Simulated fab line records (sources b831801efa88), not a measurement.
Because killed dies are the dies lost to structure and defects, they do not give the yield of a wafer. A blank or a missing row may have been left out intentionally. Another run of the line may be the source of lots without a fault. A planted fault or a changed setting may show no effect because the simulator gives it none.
fab line records + flow sky130
record
- lots=12
- wafers=33
- last-day=50
route steps=708 shown VT_ADJUST_PCH@152 SONOS_ONO@169 GATE_OXIDE@201 PAD_OPEN@708
lots that met no fault: from a run of the same line without faults
start-h: hours from the record's opening day to when the first of the lot's shown wafers began + wait-h: hours elapsed since this lot's preceding step + " the same as in the row above + L1.1+2: a single row standing in for several wafers + - either no value or no given start + * or withheld: withheld + < > ~ a bound
route shown NAME@n: names a module that has steps shown in the file, with the first one's number in the route + usual: mean/standard deviation taken from wafers without a fault + same: alike in all rows + chamber/n: place in a boat + sites: per-site readings + _std_site: their standard deviation + _edge_site: mean of outer sites minus mean of inner sites + radius-mm: for every site, how far away it sits from the centre of the wafer + mask NAME#n: copy n + behind: the most recent tool/chamber to have shaped the wafer + hold: the reason the lot was held/the length of the hold in hours/how it ended + device: which transistor (n, p or np) failed to switch + end of line: tests of these same wafers at the route's end + step lacking rows: just its recipe + killed: the dies lost at the first sort to structure and to defects; this is not the yield of the wafer + map: the dies of a wafer, with x for killed, . for not killed, _ for no die there
set.NAME: setting as actually run; set.NAME@STEP: the setting as run at that earlier step + model.NAME: the simulator's own value behind a step, which no gauge read
route steps across a sampled set of lots; one table per step, one row per wafer
services: from which hour (start-h, from the record's first day; less than 0 if before it) a tool's chamber was out of use, for how many hours, and why
## steps
# step SKY_VT_ADJUST_PCH_STRIP_09
# recipe
- chemistry=O2/N2
- power-w=1400
- pressure-mtorr=1500
- platen-temp-c=withheld
- o2-flow-sccm=3000
- n2-flow-sccm=300
- overash-fraction=0.5
# usual
- drypump-motor-current-A=5.54/0.18
- o2-flow-sccm=3001/7.9
- oes-product-au=0.722/0.0047
- strip-time-to-endpoint-s=36.93/0.1
| lot.wafer | tool            | chamber | start-h | wait-h | drypump-motor-current-A | o2-flow-sccm | oes-product-au | rf-hours-counter-h | strip-time-to-endpoint-s |
|-----------|-----------------|---------|---------|--------|-------------------------|--------------|----------------|--------------------|--------------------------|
| L710.2    | plasma-asher-03 | 0       | 231.49  | 0.1    | 5.60                    | 3012         | 0.724          | 52                 | 36.99                    |
| L710.3    | "               | 1       | "       | "      | 5.73                    | 3004         | 0.728          | -                  | 37.04                    |
| L710.4    | "               | 0       | "       | "      | 5.58                    | 3006         | 0.725          | -                  | 37.07                    |
| L711.1    | plasma-asher-03 | 1       | 240.66  | 0.1    | 5.75                    | 2996         | 0.724          | 53                 | 37.13                    |
| L711.2    | "               | 0       | "       | "      | 5.57                    | 3007         | 0.721          | 53                 | 36.93                    |
| L711.6    | "               | 0       | "       | "      | 5.57                    | 2995         | 0.721          | -                  | 37.05                    |
| L714.1    | plasma-asher-03 | 0       | 263.61  | 0.1    | 5.57                    | 2999         | 0.726          | 56                 | 36.85                    |
| L714.3    | "               | 1       | "       | "      | 5.75                    | 2987         | 0.725          | -                  | 36.96                    |
| L714.6    | "               | 0       | "       | "      | 5.55                    | 3014         | 0.715          | -                  | 36.87                    |
| L716.2    | plasma-asher-04 | 0       | 282.49  | 0.1    | 5.53                    | 3005         | 0.715          | 16                 | 36.98                    |
| L716.5    | "               | 0       | "       | "      | 5.55                    | 3002         | 0.714          | -                  | 36.94                    |
| L716.6    | "               | 1       | "       | "      | 5.16                    | 3008         | 0.724          | -                  | 36.97                    |
| L717.1    | plasma-asher-02 | 1       | 289.01  | 0.1    | 5.67                    | 3001         | 0.719          | 61                 | 36.93                    |
| L717.3    | "               | 0       | "       | "      | 5.34                    | 3007         | 0.728          | -                  | 37.05                    |
| L717.5    | "               | 1       | "       | "      | 5.71                    | 2994         | 0.721          | -                  | 36.94                    |
| L719.2    | plasma-asher-03 | 1       | 305.01  | 0.1    | 5.75                    | 2996         | 0.719          | 60                 | 37.02                    |
| L719.4    | "               | 0       | "       | "      | 5.57                    | 3001         | 0.715          | -                  | 37.14                    |
| L719.5    | "               | 0       | "       | "      | 5.58                    | 3001         | 0.725          | -                  | 36.94                    |
| L721.1    | plasma-asher-02 | 1       | 316.31  | 0.1    | 5.69                    | 2988         | 0.722          | 64                 | 37.08                    |
| L721.2    | "               | 0       | "       | "      | 5.30                    | 2995         | 0.728          | 64                 | 37.05                    |
| L721.5    | "               | 0       | "       | "      | 5.33                    | 3001         | 0.723          | -                  | 36.96                    |
| L722.2    | plasma-asher-02 | 0       | 328.76  | 0.1    | 5.32                    | 2990         | 0.723          | 65                 | 36.89                    |
| L722.3    | "               | 1       | "       | "      | 5.69                    | 3013         | 0.733          | -                  | 36.86                    |
| L722.6    | "               | 0       | "       | "      | 5.36                    | 2989         | 0.727          | -                  | 36.84                    |
| L723.2    | plasma-asher-03 | 0       | 332.89  | 0.1    | 5.59                    | 2990         | 0.716          | 63                 | 37.03                    |
| L723.3    | "               | 1       | "       | "      | 5.74                    | 3015         | 0.724          | -                  | 36.99                    |
| L723.4    | "               | 0       | "       | "      | 5.58                    | 3001         | 0.715          | -                  | 37.00                    |
| L728.1    | plasma-asher-02 | 0       | 370.26  | 0.1    | 5.33                    | 2990         | 0.724          | 69                 | 36.99                    |
| L728.2    | "               | 1       | "       | "      | 5.67                    | 3002         | 0.714          | 69                 | 36.98                    |
| L730.5    | plasma-asher-03 | 1       | 398.77  | 0.1    | 5.73                    | 2992         | 0.720          | -                  | 37.11                    |
| L730.6    | "               | 0       | "       | "      | 5.58                    | 2989         | 0.720          | -                  | 37.09                    |
| L731.2    | plasma-asher-03 | 0       | 409.09  | 0.1    | 5.58                    | 2995         | 0.728          | 70                 | 36.84                    |
| L731.6    | "               | 0       | "       | "      | 5.59                    | 3002         | 0.723          | -                  | 36.88                    |
# step SKY_SONOS_ONO_THK_MEAS_01
# recipe
- reads=SiO2_of_SONOS_ONO_OXIDATION_00
# usual
- SONOS_ONO_OXIDATION_THK=2.62/0.055
| lot.wafer | tool          | chamber | start-h | wait-h | SONOS_ONO_OXIDATION_THK[nm] |
|-----------|---------------|---------|---------|--------|-----------------------------|
| L710.2    | film-metro-01 | -       | 257.68  | 0.0    | 2.55                        |
| L710.3    | "             | -       | "       | "      | 2.53                        |
| L710.4    | "             | -       | "       | "      | 2.56                        |
| L711.1    | film-metro-03 | -       | 267.38  | 0.0    | 2.64                        |
| L711.2    | "             | -       | "       | "      | 2.61                        |
| L711.6    | "             | -       | "       | "      | 2.60                        |
| L714.1    | film-metro-04 | -       | 291.22  | 0.0    | 2.66                        |
| L714.3    | "             | -       | "       | "      | 2.66                        |
| L714.6    | "             | -       | "       | "      | 2.67                        |
| L716.2    | film-metro-04 | -       | 313.49  | 0.0    | 2.68                        |
| L716.5    | "             | -       | "       | "      | 2.66                        |
| L716.6    | "             | -       | "       | "      | 2.69                        |
| L717.1    | film-metro-01 | -       | 320.50  | 0.0    | 2.60                        |
| L717.3    | "             | -       | "       | "      | 2.56                        |
| L717.5    | "             | -       | "       | "      | 2.62                        |
| L719.2    | film-metro-03 | -       | 336.06  | 0.0    | 2.48                        |
| L719.4    | "             | -       | "       | "      | 2.57                        |
| L719.5    | "             | -       | "       | "      | 2.61                        |
| L721.1    | film-metro-01 | -       | 344.62  | 0.0    | 2.57                        |
| L721.2    | "             | -       | "       | "      | 2.54                        |
| L721.5    | "             | -       | "       | "      | 2.56                        |
| L722.2    | film-metro-01 | -       | 358.74  | 0.0    | 2.64                        |
| L722.3    | "             | -       | "       | "      | 2.68                        |
| L722.6    | "             | -       | "       | "      | 2.68                        |
| L723.2    | film-metro-01 | -       | 361.33  | 0.0    | 2.54                        |
| L723.3    | "             | -       | "       | "      | 2.59                        |
| L723.4    | "             | -       | "       | "      | 2.56                        |
| L728.1    | film-metro-04 | -       | 402.35  | 0.0    | 2.67                        |
| L728.2    | "             | -       | "       | "      | 2.68                        |
| L730.5    | film-metro-01 | -       | 431.63  | 0.0    | 2.58                        |
| L730.6    | "             | -       | "       | "      | 2.63                        |
| L731.2    | film-metro-04 | -       | 440.93  | 0.0    | 2.65                        |
| L731.6    | "             | -       | "       | "      | 2.63                        |
# step SKY_SONOS_ONO_ETCH_15
# recipe
- target-depth-nm=19.52
- chemistry=CHF3/O2
- source-w=600
- bias-w=200
- pressure-mtorr=40
- chf3-flow-sccm=50
- O2_flow_sccm=5
- time-s=7.8
# usual
- drypump-motor-current-A=5.7/0.48
- oes-product-au=0.998/0.0097
- throttle-valve-pct=8.825/0.0095
| lot.wafer | tool        | chamber | start-h | wait-h | drypump-motor-current-A | oes-product-au | rf-hours-counter-h | throttle-valve-pct |
|-----------|-------------|---------|---------|--------|-------------------------|----------------|--------------------|--------------------|
| L710.2    | rie-diel-03 | 3       | 287.13  | 0.0    | 5.3                     | 1.003          | 67                 | 8.811              |
| L710.3    | "           | 0       | "       | "      | 6.2                     | 1.010          | 110                | 8.811              |
| L710.4    | "           | 0       | "       | "      | 6.2                     | 1.001          | -                  | 8.827              |
| L711.1    | rie-diel-02 | 3       | 298.96  | 0.0    | 6.6                     | 1.006          | 85                 | 8.820              |
| L711.2    | "           | 2       | "       | "      | 5.6                     | 1.015          | 120                | 8.835              |
| L711.6    | "           | 2       | "       | "      | 5.7                     | 1.015          | -                  | 8.830              |
| L714.1    | rie-diel-03 | 2       | 318.78  | 0.0    | 5.7                     | 1.016          | 1                  | 8.835              |
| L714.3    | "           | 3       | "       | "      | 5.4                     | 0.994          | -                  | 8.822              |
| L714.6    | "           | 3       | "       | "      | 5.4                     | 1.003          | -                  | 8.820              |
| L716.2    | rie-diel-01 | 0       | 341.48  | 0.0    | 5.7                     | 1.000          | 2                  | 8.811              |
| L716.5    | "           | 3       | "       | "      | 5.3                     | 0.999          | -                  | 8.829              |
| L716.6    | "           | 2       | "       | "      | 6.0                     | 0.985          | -                  | 8.833              |
| L717.1    | rie-diel-02 | 1       | 351.38  | 0.0    | 6.0                     | 0.998          | 52                 | 8.830              |
| L717.3    | "           | 3       | "       | "      | 6.6                     | 0.997          | 86                 | 8.821              |
| L717.5    | "           | 3       | "       | "      | 6.6                     | 1.000          | -                  | 8.834              |
| L719.2    | rie-diel-01 | 0       | 365.60  | 0.0    | 5.6                     | 0.988          | 2                  | 8.829              |
| L719.4    | "           | 3       | "       | "      | 5.4                     | 0.990          | 5                  | 8.840              |
| L719.5    | "           | 2       | "       | "      | 6.0                     | 0.980          | -                  | 8.833              |
| L721.1    | rie-diel-03 | 2       | 374.53  | 0.0    | 5.7                     | 1.006          | 2                  | 8.823              |
| L721.2    | "           | 3       | "       | "      | 5.4                     | 1.000          | 70                 | 8.839              |
| L721.5    | "           | 3       | "       | "      | 5.3                     | 1.010          | -                  | 8.832              |
| L722.2    | rie-diel-02 | 2       | 390.00  | 0.0    | 5.6                     | 0.992          | 1                  | 8.823              |
| L722.3    | "           | 0       | "       | "      | 6.1                     | 0.978          | 2                  | 8.829              |
| L722.6    | "           | 0       | "       | "      | 6.1                     | 0.994          | -                  | 8.825              |
| L723.2    | rie-diel-01 | 2       | 392.16  | 0.0    | 6.0                     | 0.976          | 99                 | 8.811              |
| L723.3    | "           | 3       | "       | "      | 5.4                     | 1.001          | 5                  | 8.814              |
| L723.4    | "           | 1       | "       | "      | 5.3                     | 0.984          | 1                  | 8.837              |
| L728.1    | rie-diel-03 | 0       | 434.19  | 0.0    | 6.2                     | 1.433          | 0                  | 8.924              |
| L728.2    | "           | 3       | "       | "      | 5.3                     | 0.988          | 71                 | 8.832              |
| L730.5    | rie-diel-03 | 1       | 463.95  | 0.0    | 4.7                     | 0.992          | -                  | 8.816              |
| L730.6    | "           | 0       | "       | "      | 6.3                     | 1.420          | -                  | 8.913              |
| L731.2    | rie-diel-03 | 2       | 474.39  | 0.0    | 5.8                     | 1.016          | 5                  | 8.822              |
| L731.6    | "           | 2       | "       | "      | 5.7                     | 1.451          | -                  | 8.928              |
# step SKY_SONOS_ONO_STRIP_17
# recipe
- chemistry=O2/N2
- power-w=1400
- pressure-mtorr=1500
- platen-temp-c=withheld
- o2-flow-sccm=3000
- n2-flow-sccm=300
- overash-fraction=0.5
# usual
- drypump-motor-current-A=5.8/0.56
- o2-flow-sccm=3000/8
- oes-product-au=0.710/0.0047
- strip-time-to-endpoint-s=14.09/0.037
| lot.wafer | tool            | chamber | start-h | wait-h | drypump-motor-current-A | o2-flow-sccm | oes-product-au | rf-hours-counter-h | strip-time-to-endpoint-s |
|-----------|-----------------|---------|---------|--------|-------------------------|--------------|----------------|--------------------|--------------------------|
| L710.2    | plasma-asher-04 | 0       | 287.23  | 0.0    | 5.6                     | 2999         | 0.708          | 17                 | 14.11                    |
| L710.3    | "               | 1       | "       | "      | 5.2                     | 3007         | 0.710          | -                  | 14.10                    |
| L710.4    | "               | 0       | "       | "      | 5.6                     | 2994         | 0.710          | -                  | 14.09                    |
| L711.1    | plasma-asher-01 | 1       | 299.08  | 0.0    | 6.6                     | 2994         | 0.706          | 47                 | 14.08                    |
| L711.2    | "               | 0       | "       | "      | 6.5                     | 2985         | 0.713          | 47                 | 14.04                    |
| L711.6    | "               | 0       | "       | "      | 6.5                     | 3004         | 0.704          | -                  | 14.06                    |
| L714.1    | plasma-asher-02 | 1       | 318.89  | 0.0    | 5.7                     | 2984         | 0.712          | 64                 | 14.19                    |
| L714.3    | "               | 1       | "       | "      | 5.7                     | 2991         | 0.713          | -                  | 14.11                    |
| L714.6    | "               | 1       | "       | "      | 5.7                     | 2989         | 0.711          | -                  | 14.18                    |
| L716.2    | plasma-asher-02 | 1       | 341.58  | 0.0    | 5.7                     | 3017         | 0.706          | 66                 | 14.03                    |
| L716.5    | "               | 1       | "       | "      | 5.7                     | 3016         | 0.715          | -                  | 14.04                    |
| L716.6    | "               | 0       | "       | "      | 5.3                     | 3003         | 0.702          | -                  | 14.06                    |
| L717.1    | plasma-asher-01 | 0       | 351.48  | 0.0    | 6.5                     | 2994         | 0.708          | 52                 | 14.10                    |
| L717.3    | "               | 0       | "       | "      | 6.5                     | 2985         | 0.715          | -                  | 14.08                    |
| L717.5    | "               | 1       | "       | "      | 6.6                     | 3003         | 0.706          | -                  | 14.13                    |
| L719.2    | plasma-asher-02 | 1       | 365.71  | 0.0    | 5.7                     | 3007         | 0.710          | 68                 | 14.11                    |
| L719.4    | "               | 0       | "       | "      | 5.3                     | 2996         | 0.713          | -                  | 14.06                    |
| L719.5    | "               | 0       | "       | "      | 5.3                     | 2998         | 0.706          | -                  | 14.13                    |
| L721.1    | plasma-asher-02 | 1       | 374.63  | 0.0    | 5.7                     | 3010         | 0.711          | 69                 | 14.08                    |
| L721.2    | "               | 0       | "       | "      | 5.3                     | 2992         | 0.707          | 69                 | 14.09                    |
| L721.5    | "               | 0       | "       | "      | 5.3                     | 3004         | 0.707          | -                  | 14.12                    |
| L722.2    | plasma-asher-04 | 1       | 390.10  | 0.0    | 5.2                     | 2999         | 0.706          | 27                 | 14.05                    |
| L722.3    | "               | 0       | "       | "      | 5.6                     | 3009         | 0.709          | -                  | 14.09                    |
| L722.6    | "               | 1       | "       | "      | 5.2                     | 3005         | 0.710          | -                  | 14.05                    |
| L723.2    | plasma-asher-04 | 0       | 392.27  | 0.0    | 5.6                     | 3006         | 0.712          | 27                 | 14.09                    |
| L723.3    | "               | 0       | "       | "      | 5.6                     | 2985         | 0.709          | -                  | 14.07                    |
| L723.4    | "               | 1       | "       | "      | 5.2                     | 3007         | 0.709          | -                  | 14.07                    |
| L728.1    | plasma-asher-04 | 0       | 434.30  | 0.0    | 5.5                     | 2997         | 0.715          | 32                 | 14.02                    |
| L728.2    | "               | 1       | "       | "      | 5.2                     | 2988         | 0.709          | 32                 | 14.14                    |
| L730.5    | plasma-asher-01 | 0       | 464.11  | 0.1    | 6.5                     | 2992         | 0.713          | -                  | 14.09                    |
| L730.6    | "               | 1       | "       | "      | 6.5                     | 2990         | 0.707          | -                  | 13.97                    |
| L731.2    | plasma-asher-01 | 1       | 474.50  | 0.0    | 6.6                     | 3002         | 0.713          | 66                 | 14.03                    |
| L731.6    | "               | 1       | "       | "      | 6.6                     | 2994         | 0.716          | -                  | 13.86                    |
# step SKY_GATE_OXIDE_TW_MEAS_14
# usual
- GATE_OXIDE_TW=223.1/1.6
| lot.wafer | tool          | chamber | start-h | wait-h | GATE_OXIDE_TW |
|-----------|---------------|---------|---------|--------|---------------|
| L710.2    | film-metro-04 | -       | 316.03  | 0.1    | 222.6         |
| L710.3    | "             | -       | "       | "      | 222.0         |
| L710.4    | "             | -       | "       | "      | 221.4         |
| L711.1    | film-metro-02 | -       | 327.21  | 0.1    | 223.3         |
| L711.2    | "             | -       | "       | "      | 222.0         |
| L711.6    | "             | -       | "       | "      | 222.0         |
| L714.1    | film-metro-02 | -       | 350.32  | 0.1    | 219.8         |
| L714.3    | "             | -       | "       | "      | 220.6         |
| L714.6    | "             | -       | "       | "      | 220.5         |
| L716.2    | film-metro-03 | -       | 372.81  | 0.1    | 225.3         |
| L716.5    | "             | -       | "       | "      | 224.9         |
| L716.6    | "             | -       | "       | "      | 225.5         |
| L717.1    | film-metro-03 | -       | 383.02  | 0.1    | 224.4         |
| L717.3    | "             | -       | "       | "      | 224.2         |
| L717.5    | "             | -       | "       | "      | 224.8         |
| L719.2    | film-metro-04 | -       | 398.57  | 0.1    | 222.4         |
| L719.4    | "             | -       | "       | "      | 221.0         |
| L719.5    | "             | -       | "       | "      | 222.3         |
| L721.1    | film-metro-03 | -       | 405.47  | 0.1    | 224.0         |
| L721.2    | "             | -       | "       | "      | 222.5         |
| L721.5    | "             | -       | "       | "      | 223.8         |
| L722.2    | film-metro-03 | -       | 422.77  | 0.1    | 225.8         |
| L722.3    | "             | -       | "       | "      | 226.8         |
| L722.6    | "             | -       | "       | "      | 226.4         |
| L723.2    | film-metro-02 | -       | 425.42  | 0.1    | 222.3         |
| L723.3    | "             | -       | "       | "      | 222.1         |
| L723.4    | "             | -       | "       | "      | 223.2         |
| L728.1    | film-metro-02 | -       | 468.31  | 0.1    | 220.8         |
| L728.2    | "             | -       | "       | "      | 223.5         |
| L730.5    | film-metro-02 | -       | 496.18  | 0.0    | 223.5         |
| L730.6    | "             | -       | "       | "      | 223.7         |
| L731.2    | film-metro-03 | -       | 508.47  | 0.1    | 223.7         |
| L731.6    | "             | -       | "       | "      | 223.2         |
# step SKY_PAD_OPEN_PROBE_99
# usual
- killed_at_M0_to_M3=45/6.8
- killed_at_M4_up=3.2/1.6
- killed-at-contacts=24/5.1
- killed-at-front-end=14/4.4
- killed-at-other=0.4/0.65
- killed-dies=87/8.8
- killed-open=47/7.2
- killed-short=39/6.1
# same
- gross-dies=492
- killed-at-back-side=0
| lot.wafer | tool      | chamber | start-h | wait-h | killed_at_M0_to_M3 | killed_at_M4_up | killed-at-contacts | killed-at-front-end | killed-at-other | killed-dies | killed-open | killed-short |
|-----------|-----------|---------|---------|--------|--------------------|-----------------|--------------------|---------------------|-----------------|-------------|-------------|--------------|
| L719.2    | prober-02 | -       | 1137.86 | 0.1    | 53                 | 1               | 17                 | 14                  | 0               | 85          | 54          | 31           |
| L719.4    | prober-02 | -       | 1137.96 | 0.2    | 50                 | 2               | 26                 | 12                  | 0               | 90          | 49          | 41           |
| L719.5    | prober-02 | -       | 1138.01 | 0.2    | 56                 | 1               | 22                 | 14                  | 1               | 94          | 51          | 43           |
| L721.1    | prober-01 | -       | 1143.41 | 0.1    | 37                 | 3               | 26                 | 14                  | 0               | 80          | 41          | 39           |
| L721.2    | prober-01 | -       | 1143.46 | 0.1    | 42                 | 4               | 16                 | 10                  | 1               | 73          | 43          | 29           |
| L721.5    | prober-01 | -       | 1143.61 | 0.2    | 48                 | 1               | 24                 | 16                  | 0               | 89          | 57          | 32           |
# killed by level:class
L719.2 VIA1:geometric-particle:open=15 VIA3:geometric-particle:open=8 LI_CONTACT:geometric-particle:open=7 VIA1:geometric-particle:short=7 VIA2:geometric-particle:open=7 CONTACT:geometric-particle:open=5 METAL1:geometric-particle:short=4 VIA2:geometric-particle:short=4
L719.4 CONTACT:geometric-particle:open=10 VIA1:geometric-particle:open=10 VIA2:geometric-particle:open=9 VIA3:geometric-particle:open=8 VIA1:geometric-particle:short=7 FIELD_ISO:geometric-particle:short=6 LI_CONTACT:geometric-particle:open=6 METAL1:geometric-particle:short=6
L719.5 VIA1:geometric-particle:open=17 METAL1:geometric-particle:short=8 LI_CONTACT:geometric-particle:open=7 CONTACT:geometric-particle:open=7 VIA2:geometric-particle:short=7 VIA3:geometric-particle:open=7 CONTACT:geometric-particle:short=5 VIA1:geometric-particle:short=5
L721.1 LI_CONTACT:geometric-particle:open=9 CONTACT:geometric-particle:open=9 VIA1:geometric-particle:open=7 METAL3:geometric-particle:short=6 POLY_GATE:geometric-particle:short=5 POLY_GATE:geometric-particle:open=4 METAL1:geometric-particle:short=4 VIA2:geometric-particle:short=4
L721.2 VIA3:geometric-particle:open=11 VIA1:geometric-particle:open=7 LI_CONTACT:geometric-particle:open=6 VIA2:geometric-particle:open=6 POLY_GATE:geometric-particle:short=5 METAL3:geometric-particle:short=5 CONTACT:geometric-particle:open=4 METAL1:geometric-particle:short=4
L721.5 VIA3:geometric-particle:open=13 VIA1:geometric-particle:open=9 LI_CONTACT:geometric-particle:open=8 LOCAL_INTERCONNECT:geometric-particle:short=8 VIA2:geometric-particle:open=8 CONTACT:geometric-particle:open=6 POLY_GATE:geometric-particle:open=4 POLY_GATE:geometric-particle:short=4
## services
| tool            | chamber | start-h | hours | kind   |
|-----------------|---------|---------|-------|--------|
| rie-diel-01     | 1       | 228.88  | 1.4   | repair |
| plasma-asher-02 | -       | 231.53  | 0.8   | repair |
| rie-diel-01     | 2       | 246.31  | 7.9   | repair |
| rie-diel-02     | 0       | 253.08  | 5.9   | repair |
| plasma-asher-04 | -       | 264.16  | 5.2   | repair |
| rie-diel-03     | 2       | 279.40  | 4.6   | repair |
| rie-diel-03     | 1       | 279.68  | 42.9  | repair |
| rie-diel-01     | 3       | 306.87  | 2.7   | repair |
| rie-diel-03     | 0       | 314.47  | 18.7  | repair |
| plasma-asher-01 | -       | 314.88  | 2.8   | pm     |
| rie-diel-01     | 2       | 315.43  | 19.0  | repair |
| rie-diel-01     | -       | 341.54  | 2.8   | pm     |
| plasma-asher-02 | -       | 353.59  | 1.3   | repair |
| plasma-asher-01 | -       | 368.60  | 2.8   | repair |
| plasma-asher-04 | -       | 379.93  | 0.5   | repair |
| rie-diel-03     | 2       | 404.82  | 1.9   | repair |
| plasma-asher-03 | -       | 421.25  | 9.0   | pm     |
| plasma-asher-03 | -       | 428.92  | 11.5  | repair |
| plasma-asher-03 | -       | 431.45  | 0.9   | repair |
| plasma-asher-02 | -       | 437.72  | 0.9   | repair |
| plasma-asher-03 | -       | 440.38  | 4.0   | pm     |
| plasma-asher-02 | -       | 457.52  | 7.5   | repair |
| plasma-asher-04 | -       | 460.06  | 6.1   | repair |
| plasma-asher-04 | -       | 467.45  | 0.9   | repair |
## key
first-sign
- step=SKY_SONOS_ONO_ETCH_15
- reading=oes-product-au
- direction=up
- sigmas=45
- usual=0.998
- struck=1.435
effect
- step=SKY_SONOS_ONO_ETCH_15
- reading=throttle-valve-pct
- direction=up
- sigmas=10
- usual=8.825
- struck=8.921
effect
- step=SKY_SONOS_ONO_STRIP_17
- reading=strip-time-to-endpoint-s
- direction=down
- sigmas=3.9
- usual=*
- struck=*
met-at SKY_SONOS_ONO_ETCH_15
struck-lots L728,L730,L731
struck-wafers L728.1,L730.6,L731.6
tester-left-out L728,L730,L731
not-acting-at SKY_VT_ADJUST_PCH_STRIP_09,SKY_SONOS_ONO_THK_MEAS_01,SKY_GATE_OXIDE_TW_MEAS_14
onset-between 374.53 434.19
fault
- kind=process-parameter-drift
- tool=rie-diel-03
- chamber=-
- onset-h=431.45
- steps=SKY_SONOS_ONO_ETCH_15
- channel=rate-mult
- offset=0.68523
- shape=step
- end-h=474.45
- scope=struck-wafers-only
# tester-left-out: of these lots the tester's yield and bins aren't shown, on N5 and GAA mostly nor the transistor test; their killed dies are dies lost to structure and defects alone, not to doping, threshold or leakage, so they don't give the yield
